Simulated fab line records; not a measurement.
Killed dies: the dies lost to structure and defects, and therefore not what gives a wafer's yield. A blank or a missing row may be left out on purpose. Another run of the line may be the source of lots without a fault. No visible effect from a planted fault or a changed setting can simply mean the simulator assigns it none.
fab line records	flow sfq-line
record lots=5	wafers=23
route steps=325 shown I2@104 M4@149 I4@167 M5@198
start-h: hours from the record's first day to the start of the lot's first wafer shown	wait-h: hours elapsed since this lot's preceding step	" same as the row above	L1.1+2: one row covering several wafers at once	- no value, or no start given	* or withheld: withheld	< > ~ a bound
route shown NAME@n: names a module that has steps shown in the file, with the first one's number in the route	usual: the fault-free wafers' mean and standard deviation	same: alike in all rows	chamber/n: place in a boat	sites: the reading at each site	_std_site: the values' standard deviation	_edge_site: mean of outer sites minus mean of inner sites	radius-mm: for every site, how far away it sits from the centre of the wafer	mask NAME#n: copy n	behind: the most recent tool/chamber to have shaped the wafer	hold: reason for holding the lot/hours on hold/outcome of the hold	device: the n, p or np transistor that did not switch	end of line: tests run on the same wafers once the route is complete	a step with no rows: only its recipe	killed: dies that structure and defects cost at the first sort, which is not the same as the wafer's yield	map: dies across one wafer; x = killed, . = not, _ = none there
set.NAME: setting as actually run; set.NAME@STEP: the setting as run at that earlier step	model.NAME: the simulator's own value behind a step, which no gauge read
lots run with intentionally changed settings; tables by step, rows by wafer
## steps
# step SFQ_TRILAYER_I2_CMP_CMP_064
# recipe material=SiO2	down-force-psi=3	platen-rpm=60	pad-velocity-m-s=0.94248
lot.wafer	tool	chamber	start-h	wait-h	set.leave-above-ref-nm	model.SiO2_of_TRILAYER_I2_DEP_PECVD_063.thk-nm
L076.4	cmp-02	1	645.24	0.6	194.1	194.6
L076.1	"	2	"	"	194.1	190.9
L076.2	"	3	"	"	200	201.4
L076.3	"	0	"	"	194.1	192.9
L076.5	"	1	"	"	200	201
L077.3	cmp-02	2	714.60	0.0	200	199.5
L077.4	"	3	"	"	200	201.1
L077.1	"	1	716.10	1.5	186.1	186.5
L077.6	"	2	"	"	186.1	185.5
L077.5	"	3	"	"	200	201.3
L078.4	cmp-01	1	725.90	0.5	200	198.4
L078.3	"	2	"	"	200	199.6
L078.1	"	3	"	"	204.1	204.4
L078.6	"	0	"	"	204.1	203
L078.5	"	1	"	"	204.1	204.7
L080.1	cmp-01	2	758.20	2.8	193.8	192.1
L080.4+6	"	3	"	"	193.8	193.3
L080.3	"	1	759.70	4.3	200	200.5
L080.5	"	2	"	"	200	200.3
L082.3	cmp-01	3	776.70	4.9	200	199.6
L082.4+6	"	1,2	777.70	5.8	200	200.3
# step SFQ_TRILAYER_I2_METRO_MEASURE_065
# usual thk-nm=199.5/1.2
lot.wafer	tool	chamber	start-h	wait-h	set.leave-above-ref-nm@TRILAYER_I2_CMP_CMP_064	thk-nm
L076.1	film-metro-01	-	648.36	0.1	194.1	190.9
L076.2	"	-	"	"	200	201.6
L076.3	"	-	"	"	194.1	192.9
L076.4	"	-	"	"	194.1	194.6
L076.5	"	-	"	"	200	201.1
L077.1	film-metro-03	-	717.72	0.1	186.1	186.5
L077.3	"	-	"	"	200	199.5
L077.4	"	-	"	"	200	201.2
L077.5	"	-	"	"	200	201.5
L077.6	"	-	"	"	186.1	185.5
L078.1	film-metro-01	-	728.52	0.1	204.1	204.4
L078.3	"	-	"	"	200	199.6
L078.4	"	-	"	"	200	198.3
L078.5	"	-	"	"	204.1	204.7
L078.6	"	-	"	"	204.1	203.2
L080.1	film-metro-01	-	761.32	0.1	193.8	192.1
L080.3	"	-	"	"	200	200.5
L080.4	"	-	"	"	193.8	193.3
L080.5	"	-	"	"	200	200.3
L080.6	"	-	"	"	193.8	193.3
L082.3	film-metro-03	-	779.72	0.5	200	199.6
L082.4	"	-	"	"	200	200.3
L082.6	"	-	"	"	200	200.4
# step SFQ_TRILAYER_I2_VIA_LITHO_COAT_067
# recipe resist=KrF	spin-rpm=3000	resist-thk-nm=650
lot.wafer	tool	chamber	start-h	wait-h	set.resist-thk-nm	model.KrF_of_TRILAYER_I2_VIA_LITHO_COAT_067.thk-nm
L076.1	litho-track-01	0	649.86	0.2	650	650.5
L076.2	"	0	"	"	650	649.6
L076.3	"	0	"	"	687.8	687.6
L076.4	"	0	"	"	687.8	686.9
L076.5	"	0	"	"	687.8	685.8
L077.1	litho-track-01	0	719.22	0.2	650	650.2
L077.3	"	0	"	"	682.7	685.6
L077.4	"	0	"	"	650	649
L077.5	"	0	"	"	650	651.4
L077.6	"	0	"	"	682.7	680.7
L078.1	litho-track-04	0	730.02	0.2	664	662.4
L078.3	"	0	"	"	664	663.2
L078.4	"	0	"	"	650	650.9
L078.5	"	0	"	"	650	646.2
L078.6	"	0	"	"	650	648.9
L080.1	litho-track-04	0	762.82	0.2	650	650.5
L080.3	"	0	"	"	650	650.1
L080.4	"	0	"	"	650	650.3
L080.5	"	0	"	"	650	648.6
L080.6	"	0	"	"	650	649.2
L082.3+6	litho-track-01	0	780.92	0.2	650	651.9
L082.4	"	0	"	"	650	652.9
# step SFQ_TRILAYER_I2_VIA_LITHO_SOFTBAKE_071
# recipe temp-c=withheld	time-s=withheld	resist=KrF
# step SFQ_TRILAYER_I2_VIA_LITHO_EXPOSE_068
# recipe mask-id=I2	na=0.6	source-shape=conventional	sigma-outer=0.65	target-cd-nm=500	dose-mj=21.3
# step SFQ_TRILAYER_I2_VIA_LITHO_DEVELOP_069
# recipe time-s=60	resist=KrF
# step SFQ_TRILAYER_I2_VIA_BARC_OPEN_VIA_ETCH_096
# recipe mask-material=PR	chemistry=O2	target-depth-nm=125	target=BARC	source-w=500	bias-w=80	pressure-mtorr=30	time-s=41.7
lot.wafer	tool	chamber	start-h	wait-h	set.resist-thk-nm@TRILAYER_I2_VIA_LITHO_COAT_067	model.KrF_of_TRILAYER_I2_VIA_LITHO_COAT_067.thk-nm
L076.1	rie-diel-04	1	797.80	0.0	650	572.9
L076.2	"	0	"	"	650	570.4
L076.3	"	2	"	"	687.8	607.4
L076.4	"	2	"	"	687.8	607.1
L076.5	"	0	"	"	687.8	606.2
L077.1	rie-diel-04	0	868.07	0.0	650	572
L077.3	"	3	"	"	682.7	607.9
L077.4	"	1	"	"	650	572.2
L077.5	"	0	"	"	650	573.4
L077.6	"	1	"	"	682.7	604
L078.1	rie-diel-02	2	880.07	0.0	664	585
L078.3	"	3	"	"	664	585.3
L078.4	"	1	"	"	650	574
L078.5	"	3	"	"	650	568.4
L078.6	"	2	"	"	650	571.6
L080.1	rie-diel-03	1	906.60	0.0	650	575
L080.3	"	0	"	"	650	573.2
L080.4	"	2	"	"	650	573.3
L080.5	"	2	"	"	650	571.4
L080.6	"	1	"	"	650	573.8
L082.3	rie-diel-04	3	923.40	0.0	650	574.2
L082.4	"	3	"	"	650	575.4
L082.6	"	2	"	"	650	572.8
# step SFQ_TRILAYER_I2_VIA_ETCH_VIA_ETCH_070
# recipe target=SiO2	stop-on=Nb	mask-material=PR	taper-deg=20	chemistry=CHF3	target-depth-nm=260	source-w=500	bias-w=80	pressure-mtorr=30	time-s=withheld
# usual oes-product-au=0.854/0.0053
lot.wafer	tool	chamber	start-h	wait-h	set.leave-above-ref-nm@TRILAYER_I2_CMP_CMP_064	set.resist-thk-nm@TRILAYER_I2_VIA_LITHO_COAT_067	oes-product-au	model.KrF_of_TRILAYER_I2_VIA_LITHO_COAT_067.thk-nm	model.I2.feature-depth-nm	model.etch.depth-nm
L076.1	rie-diel-04	1	797.84	0.0	194.1	650	0.833	527.2	190.9	-
L076.2	"	0	"	"	200	650	0.855	524	201.4	201.4
L076.3	"	2	"	"	194.1	687.8	0.840	560	192.9	192.9
L076.4	"	2	"	"	194.1	687.8	0.847	559.5	194.6	-
L076.5	"	0	"	"	200	687.8	0.863	559.6	201	-
L077.1	rie-diel-04	0	868.11	0.0	186.1	650	0.825	525.8	186.5	-
L077.3	"	3	"	"	200	682.7	0.847	561.9	199.5	-
L077.4	"	1	"	"	200	650	0.856	527.1	201.1	201.1
L077.5	"	0	"	"	200	650	0.850	527.2	201.3	201.3
L077.6	"	1	"	"	186.1	682.7	0.822	559	185.5	185.5
L078.1	rie-diel-02	2	880.11	0.0	204.1	664	0.870	539.8	204.4	-
L078.3	"	3	"	"	200	664	0.856	539.6	199.6	199.6
L078.4	"	1	"	"	200	650	0.850	529.1	198.4	-
L078.5	"	3	"	"	204.1	650	0.860	522.7	204.7	-
L078.6	"	2	"	"	204.1	650	0.863	526.2	203	-
L080.1	rie-diel-03	1	906.64	0.0	193.8	650	0.835	531	192.1	-
L080.3	"	0	"	"	200	650	0.859	527.8	200.5	200.5
L080.4	"	2	"	"	193.8	650	0.832	527.6	193.3	-
L080.5	"	2	"	"	200	650	0.857	525.7	200.3	200.3
L080.6	"	1	"	"	193.8	650	0.843	529.6	193.3	193.3
L082.3	rie-diel-04	3	923.44	0.0	200	650	0.856	528.8	199.6	199.6
L082.4	"	3	"	"	200	650	0.857	529.7	200.3	200.3
L082.6	"	2	"	"	200	650	0.855	525.9	200.3	200.3
# step SFQ_TRILAYER_M4_DEP_SPUTTER_091
# recipe material=Nb	base-pressure-pa=1.33e-06	chamber-pressure-pa=0.1333	substrate-temp-c=20	resputter-cathode-voltage-v=400	target-thk-nm=200	power-w=2000	time-s=133.3
lot.wafer	tool	chamber	start-h	wait-h	set.time-s	model.Nb_of_TRILAYER_M4_DEP_SPUTTER_091.thk-nm
L076.1	pvd-sputter-03	-	823.48	0.0	147.6	223.2
L076.2	"	-	"	"	133.3	198.6
L076.3	"	-	"	"	133.3	195.5
L076.4	"	-	"	"	147.6	219.6
L076.5	"	-	"	"	147.6	216.5
L077.1	pvd-sputter-03	-	908.67	0.0	120.5	177.6
L077.3	"	-	"	"	120.5	177
L077.4	"	-	"	"	133.3	192.5
L077.5	"	-	"	"	133.3	196.9
L077.6	"	-	"	"	133.3	194
L078.1	pvd-sputter-03	-	913.47	0.0	117.5	177.9
L078.3	"	-	"	"	133.3	201.3
L078.4	"	-	"	"	117.5	179.6
L078.5	"	-	"	"	133.3	198.3
L078.6	"	-	"	"	133.3	202.2
L080.1	pvd-sputter-06	-	1065.32	0.0	149.7	221.9
L080.3	"	-	"	"	133.3	197.7
L080.4	"	-	"	"	149.7	224
L080.5	"	-	"	"	133.3	198.5
L080.6	"	-	"	"	133.3	197
L082.3	pvd-sputter-06	-	1079.12	0.0	133.3	197.9
L082.4	"	-	"	"	133.3	200.3
L082.6	"	-	"	"	133.3	199.3
# step SFQ_M4_RS_MEAS_924
# recipe thk-meas-gauge=four-point-probe	reads=Nb_of_TRILAYER_M4_DEP_SPUTTER_091
# usual M4_NB_RS=0.898/0.0099
lot.wafer	tool	chamber	start-h	wait-h	set.time-s@TRILAYER_M4_DEP_SPUTTER_091	M4_NB_RS[ohm/sq]
L076.1	film-metro-03	-	823.58	0.0	147.6	0.796
L076.2	"	-	"	"	133.3	0.896
L076.3	"	-	"	"	133.3	0.910
L076.4	"	-	"	"	147.6	0.809
L076.5	"	-	"	"	147.6	0.819
L077.1	film-metro-03	-	908.76	0.0	120.5	1.003
L077.3	"	-	"	"	120.5	1.008
L077.4	"	-	"	"	133.3	0.923
L077.5	"	-	"	"	133.3	0.903
L077.6	"	-	"	"	133.3	0.916
L078.1	film-metro-03	-	913.56	0.0	117.5	1.000
L078.3	"	-	"	"	133.3	0.883
L078.4	"	-	"	"	117.5	0.993
L078.5	"	-	"	"	133.3	0.896
L078.6	"	-	"	"	133.3	0.879
L080.1	film-metro-02	-	1065.41	0.0	149.7	0.800
L080.3	"	-	"	"	133.3	0.900
L080.4	"	-	"	"	149.7	0.794
L080.5	"	-	"	"	133.3	0.895
L080.6	"	-	"	"	133.3	0.905
L082.3	film-metro-01	-	1079.25	0.1	133.3	0.902
L082.4	"	-	"	"	133.3	0.890
L082.6	"	-	"	"	133.3	0.893
# step SFQ_TRILAYER_M4_LITHO_COAT_098
# recipe resist=BARC	spin-rpm=3000	resist-thk-nm=62
lot.wafer	tool	chamber	start-h	wait-h	set.resist-thk-nm	model.BARC_of_TRILAYER_M4_LITHO_COAT_098.thk-nm
L076.1	litho-track-01	0	823.76	0.1	62	62.1
L076.2	"	0	"	"	58.83	58.82
L076.3	"	0	"	"	62	61.91
L076.4	"	0	"	"	62	62.01
L076.5	"	0	"	"	58.83	58.61
L077.1+4	litho-track-01	0	908.94	0.1	62	62.18
L077.3	"	0	"	"	65.28	65.52
L077.5	"	0	"	"	65.28	65.47
L077.6	"	0	"	"	62	62.31
L078.1	litho-track-02	0	913.74	0.1	59.6	59.63
L078.3+4	"	0	"	"	62	61.98
L078.5	"	0	"	"	62	62.15
L078.6	"	0	"	"	59.6	59.67
L080.1	litho-track-03	0	1065.59	0.1	62	62.01
L080.3	"	0	"	"	62	62.17
L080.4	"	0	"	"	62	62.3
L080.5	"	0	"	"	62	62.09
L080.6	"	0	"	"	62	62.2
L082.3	litho-track-01	0	1079.49	0.1	62	62.27
L082.4	"	0	"	"	62	62.19
L082.6	"	0	"	"	62	62.32
# step SFQ_TRILAYER_M4_LITHO_COAT_093
# recipe resist=KrF	spin-rpm=3000	resist-thk-nm=600
# step SFQ_TRILAYER_M4_LITHO_SOFTBAKE_097
# recipe temp-c=withheld	time-s=withheld	resist=KrF
# step SFQ_TRILAYER_M4_LITHO_DEVELOP_095
# recipe time-s=60	resist=KrF
# step SFQ_TRILAYER_M4_BARC_OPEN_METAL_ETCH_123
# recipe mask-material=PR	chemistry=O2	target-depth-nm=125	target=BARC	icp-w=600	bias-w=77.04	pressure-mtorr=10	time-s=41.7
lot.wafer	tool	chamber	start-h	wait-h	set.resist-thk-nm@TRILAYER_M4_LITHO_COAT_098	model.etch.depth-nm
L076.1+4	rie-metal-02	1	960.97	0.0	62	-
L076.2	"	1	"	"	58.83	58.82
L076.3	"	1	"	"	62	61.91
L076.5	"	1	"	"	58.83	-
L077.1	rie-metal-04	0	1043.84	0.0	62	-
L077.3	"	1	"	"	65.28	-
L077.4	"	0	"	"	62	62.18
L077.5	"	1	"	"	65.28	65.47
L077.6	"	0	"	"	62	62.31
L078.1+6	rie-metal-04	1,0	1047.44	0.0	59.6	-
L078.3	"	0	"	"	62	61.98
L078.4+5	"	1	"	"	62	-
L080.1+4	rie-metal-02	0,1	1189.18	0.0	62	-
L080.3	"	0	"	"	62	62.17
L080.5	"	0	"	"	62	62.09
L080.6	"	1	"	"	62	62.2
L082.3	rie-metal-02	0	1203.60	0.0	62	62.27
L082.4	"	1	"	"	62	62.19
L082.6	"	0	"	"	62	62.32
# step SFQ_TRILAYER_M4_ETCH_METAL_ETCH_096
# recipe target=Nb	stop-on=SiO2	mask-material=PR	chemistry=Cl2/Ar	target-depth-nm=240	icp-w=600	bias-w=80	pressure-mtorr=10	time-s=120
# usual oes-product-au=0.890/0.0069
lot.wafer	tool	chamber	start-h	wait-h	set.time-s@TRILAYER_M4_DEP_SPUTTER_091	oes-product-au
L076.1	rie-metal-02	1	961.09	0.1	147.6	0.951
L076.2	"	1	"	"	133.3	0.897
L076.3	"	1	"	"	133.3	0.886
L076.4	"	1	"	"	147.6	0.953
L076.5	"	1	"	"	147.6	0.939
L077.1	rie-metal-04	0	1043.90	0.0	120.5	0.836
L077.3	"	1	"	"	120.5	0.837
L077.4	"	0	"	"	133.3	0.871
L077.5	"	1	"	"	133.3	0.882
L077.6	"	0	"	"	133.3	0.874
L078.1	rie-metal-04	1	1047.50	0.0	117.5	0.834
L078.3	"	0	"	"	133.3	0.896
L078.4	"	1	"	"	117.5	0.840
L078.5	"	1	"	"	133.3	0.897
L078.6	"	0	"	"	133.3	0.897
L080.1	rie-metal-02	0	1189.24	0.0	149.7	0.950
L080.3	"	0	"	"	133.3	0.884
L080.4	"	1	"	"	149.7	0.957
L080.5	"	0	"	"	133.3	0.895
L080.6	"	1	"	"	133.3	0.884
L082.3	rie-metal-02	0	1203.68	0.1	133.3	0.889
L082.4	"	1	"	"	133.3	0.897
L082.6	"	0	"	"	133.3	0.890
# step SFQ_TRILAYER_I4_VIA_LITHO_COAT_108
# recipe resist=BARC	spin-rpm=3000	resist-thk-nm=62
lot.wafer	tool	chamber	start-h	wait-h	set.spin-rpm	model.BARC_of_TRILAYER_I4_VIA_LITHO_COAT_108.thk-nm
L076.1+2	litho-track-01	0	975.70	1.0	3000	62.03
L076.3	"	0	"	"	3000	61.95
L076.4	"	0	"	"	3000	61.96
L076.5	"	0	"	"	3000	61.91
L077.1	litho-track-01	0	1050.41	1.0	3187	59.98
L077.3	"	0	"	"	3000	61.75
L077.4	"	0	"	"	3000	62.06
L077.5	"	0	"	"	3187	59.96
L077.6	"	0	"	"	3000	61.79
L078.1	litho-track-04	0	1053.01	1.0	3000	61.97
L078.3	"	0	"	"	3000	61.87
L078.4	"	0	"	"	3000	61.93
L078.5	"	0	"	"	3000	61.86
L078.6	"	0	"	"	3000	61.94
L080.1	litho-track-01	0	1194.54	1.0	3000	62.05
L080.3	"	0	"	"	3000	61.97
L080.4	"	0	"	"	3000	61.78
L080.5	"	0	"	"	2929	62.6
L080.6	"	0	"	"	2929	62.86
L082.3	litho-track-01	0	1209.04	0.7	3000	62.08
L082.4	"	0	"	"	3000	62.01
L082.6	"	0	"	"	3000	61.96
# step SFQ_TRILAYER_I4_VIA_LITHO_PEB_106
# recipe peb-temp-c=115	peb-time-s=60	resist=KrF
lot.wafer	tool	chamber	start-h	wait-h	set.peb-temp-c
L076.1+2	litho-track-01	0	1111.43	1.0	117.3
L076.3+4+5	"	0	"	"	115
L077.1+3+6	litho-track-01	0	1172.75	1.0	115
L077.4+5	"	0	"	"	111.3
L078.1+3+4+5+6	litho-track-01	0	1175.15	1.0	115
L080.1+4+5	litho-track-01	0	1196.62	1.0	115
L080.3+6	"	0	"	"	112.4
L082.3+4+6	litho-track-03	0	1210.94	0.7	115
# step SFQ_TRILAYER_I4_VIA_LITHO_DEVELOP_105
# recipe time-s=60	resist=KrF
# step SFQ_TRILAYER_I4_VIA_BARC_OPEN_VIA_ETCH_146
# recipe mask-material=PR	chemistry=O2	target-depth-nm=125	target=BARC	source-w=500	bias-w=80	pressure-mtorr=30	time-s=41.7
lot.wafer	tool	chamber	start-h	wait-h	set.spin-rpm@TRILAYER_I4_VIA_LITHO_COAT_108	set.peb-temp-c@TRILAYER_I4_VIA_LITHO_PEB_106	model.I4.cd-nm	model.etch.depth-nm
L076.1	rie-diel-03	1	1111.76	0.0	3000	117.3	736.5	-
L076.2	"	3	"	"	3000	117.3	740.1	62.03
L076.3	"	2	"	"	3000	115	699.5	61.95
L076.4	"	0	"	"	3000	115	699.2	-
L076.5	"	3	"	"	3000	115	701.8	-
L077.1	rie-diel-02	2	1173.09	0.0	3187	115	698.2	-
L077.3	"	0	"	"	3000	115	698.4	-
L077.4	"	1	"	"	3000	111.3	619.4	62.06
L077.5	"	0	"	"	3187	111.3	619.5	59.96
L077.6	"	1	"	"	3000	115	697.3	61.79
L078.1	rie-diel-01	2	1175.49	0.0	3000	115	700.3	-
L078.3	"	0	"	"	3000	115	700.5	61.87
L078.4	"	3	"	"	3000	115	701.1	-
L078.5	"	1	"	"	3000	115	700.6	-
L078.6	"	0	"	"	3000	115	701	-
L080.1	rie-diel-02	2	1196.95	0.0	3000	115	699	-
L080.3	"	0	"	"	3000	112.4	647.9	61.97
L080.4	"	3	"	"	3000	115	701.3	-
L080.5	"	3	"	"	2929	115	699.8	62.6
L080.6	"	2	"	"	2929	112.4	647.1	62.86
L082.3	rie-diel-01	1	1211.23	0.0	3000	115	701.3	62.08
L082.4	"	1	"	"	3000	115	700.6	62.01
L082.6	"	0	"	"	3000	115	703.6	61.96
# step SFQ_TRILAYER_I4_VIA_ETCH_VIA_ETCH_106
# recipe target=SiO2	stop-on=Nb	mask-material=PR	taper-deg=20	chemistry=CHF3	target-depth-nm=260	source-w=500	bias-w=80	pressure-mtorr=30	time-s=withheld
lot.wafer	tool	chamber	start-h	wait-h	set.peb-temp-c@TRILAYER_I4_VIA_LITHO_PEB_106	model.I4.cd-nm
L076.1	rie-diel-03	1	1111.80	0.0	117.3	737.8
L076.2	"	3	"	"	117.3	736.5
L076.3	"	2	"	"	115	697.6
L076.4	"	0	"	"	115	701.3
L076.5	"	3	"	"	115	699.6
L077.1	rie-diel-02	2	1173.13	0.0	115	697.9
L077.3	"	0	"	"	115	701.8
L077.4	"	1	"	"	111.3	620.9
L077.5	"	0	"	"	111.3	622.8
L077.6	"	1	"	"	115	697.2
L078.1	rie-diel-01	2	1175.53	0.0	115	699.1
L078.3	"	0	"	"	115	701.3
L078.4	"	3	"	"	115	702.1
L078.5	"	1	"	"	115	698.6
L078.6	"	0	"	"	115	702.5
L080.1	rie-diel-02	2	1196.99	0.0	115	699.2
L080.3	"	0	"	"	112.4	651
L080.4	"	3	"	"	115	699.9
L080.5	"	3	"	"	115	697.7
L080.6	"	2	"	"	112.4	648.9
L082.3+4	rie-diel-01	1	1211.27	0.0	115	697.9
L082.6	"	0	"	"	115	705.8
# step SFQ_TRILAYER_M5_LITHO_COAT_128
# recipe resist=BARC	spin-rpm=3000	resist-thk-nm=62
lot.wafer	tool	chamber	start-h	wait-h	set.resist-thk-nm	model.BARC_of_TRILAYER_M5_LITHO_COAT_128.thk-nm
L076.1	litho-track-02	0	1235.18	0.0	62	62.31
L076.2	"	0	"	"	62	62.21
L076.3	"	0	"	"	58.56	58.67
L076.4	"	0	"	"	62	62.11
L076.5	"	0	"	"	58.56	58.72
L077.1	litho-track-03	0	1302.69	0.0	62	62
L077.3	"	0	"	"	59.29	59.24
L077.4	"	0	"	"	59.29	59.3
L077.5	"	0	"	"	62	62.03
L077.6	"	0	"	"	62	61.96
L078.1	litho-track-02	0	1305.05	0.0	65.5	65.64
L078.3	"	0	"	"	62	62.08
L078.4	"	0	"	"	65.5	65.55
L078.5	"	0	"	"	65.5	65.53
L078.6	"	0	"	"	62	62.12
L080.1	litho-track-04	0	1326.75	0.0	62	62.09
L080.3	"	0	"	"	62	62.08
L080.4	"	0	"	"	62	61.94
L080.5	"	0	"	"	62	62.26
L080.6	"	0	"	"	62	62.18
L082.3	litho-track-03	0	1341.20	0.1	62	61.86
L082.4	"	0	"	"	62	61.91
L082.6	"	0	"	"	62	61.94
## key
split step=SFQ_TRILAYER_I2_CMP_CMP_064	setting=leave-above-ref-nm	stated=200	by=wafer
response step=SFQ_TRILAYER_I2_CMP_CMP_064	reading=model.SiO2_of_TRILAYER_I2_DEP_PECVD_063.thk-nm	change=+2.26	per=1%	r=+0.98
response step=SFQ_TRILAYER_I2_METRO_MEASURE_065	reading=thk-nm	change=+2.28	per=1%	r=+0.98
response step=SFQ_TRILAYER_I2_VIA_ETCH_VIA_ETCH_070	reading=oes-product-au	change=+0.00476	per=1%	r=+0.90
response step=SFQ_TRILAYER_I2_VIA_ETCH_VIA_ETCH_070	reading=model.I2.feature-depth-nm	change=+2.26	per=1%	r=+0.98
response step=SFQ_TRILAYER_I2_VIA_ETCH_VIA_ETCH_070	reading=model.etch.depth-nm	change=+2.33	per=1%	r=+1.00
split step=SFQ_TRILAYER_I2_VIA_LITHO_COAT_067	setting=resist-thk-nm	stated=650	by=wafer
response step=SFQ_TRILAYER_I2_VIA_LITHO_COAT_067	reading=model.KrF_of_TRILAYER_I2_VIA_LITHO_COAT_067.thk-nm	change=+6.43	per=1%	r=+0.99
response step=SFQ_TRILAYER_I2_VIA_BARC_OPEN_VIA_ETCH_096	reading=model.KrF_of_TRILAYER_I2_VIA_LITHO_COAT_067.thk-nm	change=+6.32	per=1%	r=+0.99
response step=SFQ_TRILAYER_I2_VIA_ETCH_VIA_ETCH_070	reading=model.KrF_of_TRILAYER_I2_VIA_LITHO_COAT_067.thk-nm	change=+6.24	per=1%	r=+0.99
split step=SFQ_TRILAYER_M4_DEP_SPUTTER_091	setting=time-s	stated=133.3	by=wafer
response step=SFQ_TRILAYER_M4_DEP_SPUTTER_091	reading=model.Nb_of_TRILAYER_M4_DEP_SPUTTER_091.thk-nm	change=+1.96	per=1%	r=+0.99
response step=SFQ_M4_RS_MEAS_924	reading=M4_NB_RS	change=-0.00895	per=1%	r=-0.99
response step=SFQ_TRILAYER_M4_ETCH_METAL_ETCH_096	reading=oes-product-au	change=+0.005	per=1%	r=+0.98
split step=SFQ_TRILAYER_M4_LITHO_COAT_098	setting=resist-thk-nm	stated=62	by=wafer
response step=SFQ_TRILAYER_M4_LITHO_COAT_098	reading=model.BARC_of_TRILAYER_M4_LITHO_COAT_098.thk-nm	change=+0.628	per=1%	r=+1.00
response step=SFQ_TRILAYER_M4_BARC_OPEN_METAL_ETCH_123	reading=model.etch.depth-nm	change=+0.607	per=1%	r=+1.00
split step=SFQ_TRILAYER_I4_VIA_LITHO_COAT_108	setting=spin-rpm	stated=3000	by=wafer
response step=SFQ_TRILAYER_I4_VIA_LITHO_COAT_108	reading=model.BARC_of_TRILAYER_I4_VIA_LITHO_COAT_108.thk-nm	change=-0.308	per=1%	r=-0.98
response step=SFQ_TRILAYER_I4_VIA_BARC_OPEN_VIA_ETCH_146	reading=model.etch.depth-nm	change=-0.316	per=1%	r=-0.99
split step=SFQ_TRILAYER_I4_VIA_LITHO_PEB_106	setting=peb-temp-c	stated=115	by=wafer
response step=SFQ_TRILAYER_I4_VIA_BARC_OPEN_VIA_ETCH_146	reading=model.I4.cd-nm	change=+23	per=1%	r=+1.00
response step=SFQ_TRILAYER_I4_VIA_ETCH_VIA_ETCH_106	reading=model.I4.cd-nm	change=+22.3	per=1%	r=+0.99
split step=SFQ_TRILAYER_M5_LITHO_COAT_128	setting=resist-thk-nm	stated=62	by=wafer
response step=SFQ_TRILAYER_M5_LITHO_COAT_128	reading=model.BARC_of_TRILAYER_M5_LITHO_COAT_128.thk-nm	change=+0.623	per=1%	r=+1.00
